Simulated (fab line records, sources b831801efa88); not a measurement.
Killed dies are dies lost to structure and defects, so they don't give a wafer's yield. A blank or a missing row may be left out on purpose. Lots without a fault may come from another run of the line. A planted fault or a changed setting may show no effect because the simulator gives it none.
Which tool did it? | flow sfq_line | 14 lots, 42 wafers sampled, at 1 step of a route of 325

WHAT THE GAUGES READ, wafer by wafer
The record holds no reading of a measuring or inspecting step that can be judged against a usual standard deviation.

WHICH TOOL RAN EACH LOT (tool, then ch and the chambers of the sampled wafers, then the start)
lot  | SFQ_TRILAYER_M1_LITHO_PEB_042
L808 | litho_track-02 ch 0, day 17 07:12
L809 | litho_track-02 ch 0, day 17 09:43
L810 | litho_track-02 ch 0, day 17 14:31
L811 | litho_track-02 ch 0, day 18 00:07
L814 | litho_track-02 ch 0, day 18 19:27
L818 | litho_track-03 ch 0, day 21 11:45
L819 | litho_track-01 ch 0, day 22 03:28
L820 | litho_track-01, day 22 22:48
L821 | litho_track-02, day 23 13:15
L823 | litho_track-02 ch 0, day 23 16:51
L825 | litho_track-02 ch 0, day 23 21:37
L826 | litho_track-03 ch 0, day 24 01:13
L830 | litho_track-01 ch 0, day 24 12:01
L831 | litho_track-02 ch 0, day 26 21:36
- SFQ_TRILAYER_M1_LITHO_PEB_042: peb time 60 s.

WHAT THE TOOLS THEMSELVES READ (means of the sampled wafers that have a number; where no wafer has one, the mark that the record gives instead)
SFQ_TRILAYER_M1_LITHO_PEB_042. Usual: chill_plate_temp_C 22.98 C, standard deviation 0.13; exhaust_pa 45.1 Pa, standard deviation 0.97.
lot  | tool           | chill_plate_temp_C (C) | exhaust_pa (Pa) | flag
L808 | litho_track-02 | 23.04                  | 44.5            |
L809 | litho_track-02 | 23.08                  | 44.6            |
L810 | litho_track-02 | 22.86                  | 45.2            |
L811 | litho_track-02 | 23.13                  | 45.1            |
L814 | litho_track-02 | 23.00                  | 45.3            |
L818 | litho_track-03 | 23.01                  | 45.5            |
L819 | litho_track-01 | 22.72                  | 45.9            |
L820 | litho_track-01 | -                      | -               | OFF
L821 | litho_track-02 | -                      | -               | OFF
L823 | litho_track-02 | 22.96                  | 43.2            |
L825 | litho_track-02 | 23.00                  | 44.9            |
L826 | litho_track-03 | 22.84                  | 45.6            |
L830 | litho_track-01 | 23.22                  | 44.4            |
L831 | litho_track-02 | 22.98                  | 46.2            |

THE ANSWER, worked out from the rows above alone
Rule: a lot is off if the mean of its wafers that have a number lies more than 3 standard deviations from the usual mean. A lot without any number at a reading at which 4 lots or more have one is off too. The other lots that the step has rows for count as sound. The gauges are gone through in route order, then the tools' own readings, and for those a lot's mean is taken as printed above. The first step at which some lot is off is used, and at that step the reading that is off furthest; a lot without a number counts as furthest.
Off: L820, L821, at SFQ_TRILAYER_M1_LITHO_PEB_042 (chill_plate_temp_C). Without a number there: L820, L821.
A tool fits if, at that step or a process step before it, it ran every lot that is off, and no sound lot after the first of them. None of those tried fits.

WHAT THE SIMULATOR HAD PUT IN
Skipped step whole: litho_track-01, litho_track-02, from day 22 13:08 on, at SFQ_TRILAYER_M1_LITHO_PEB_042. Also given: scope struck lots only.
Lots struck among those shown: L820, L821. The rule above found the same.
